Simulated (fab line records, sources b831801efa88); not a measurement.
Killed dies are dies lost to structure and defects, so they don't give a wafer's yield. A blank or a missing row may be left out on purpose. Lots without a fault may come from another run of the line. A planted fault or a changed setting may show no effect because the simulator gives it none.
Chamber matching | flow gf180mcu | GF_V1_CVD_02 on pecvd-03: 3 sister chambers
The step deposits SiO2 from TEOS, target thk 850 nm, time 94.851 s. 3 wafers are shown with their chamber, then 7 later ones without.

WAFERS WITH THEIR CHAMBER
wafer  | chamber | heater_power_w (W)
L429.2 | 0       | 743
L429.5 | 1       | 828
L432.4 | 2       | 618

WAFERS WITHOUT THEIR CHAMBER
wafer  | heater_power_w (W)
L432.5 | 792
L438.3 | 669
L438.5 | 680
L438.6 | 711
L441.1 | 569
L441.3 | 787
L441.5 | 733

WHICH CHAMBER EACH WENT THROUGH
wafer  | from the rows above          | in truth
L432.5 | can't be placed: 1 or 0      | 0
L438.3 | can't be placed: 2 or 0      | 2
L438.5 | can't be placed: 2 or 0 or 1 | 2
L438.6 | can't be placed: 0 or 2 or 1 | 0
L441.1 | 2                            | 2
L441.3 | can't be placed: 1 or 0      | 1
L441.5 | can't be placed: 0 or 1      | 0
Placed correctly: 1 of 7. Can't be placed from these rows: 6 (the true chamber is among the candidates in 6). Placed wrongly: 0.
How it was worked out, from the rows above alone: a wafer's distance from a chamber is the root of the sum, over the readings, of the square of ((its reading less the chamber's mean) divided by the reading's scatter). The wafer belongs to the nearest chamber; if the next one is less than 2 further off, it can't be placed. A chamber's mean is the mean of its shown wafers. The scatter: with one shown wafer a chamber, the root of the mean of the squares of how far each hidden wafer lies from its nearest shown one.
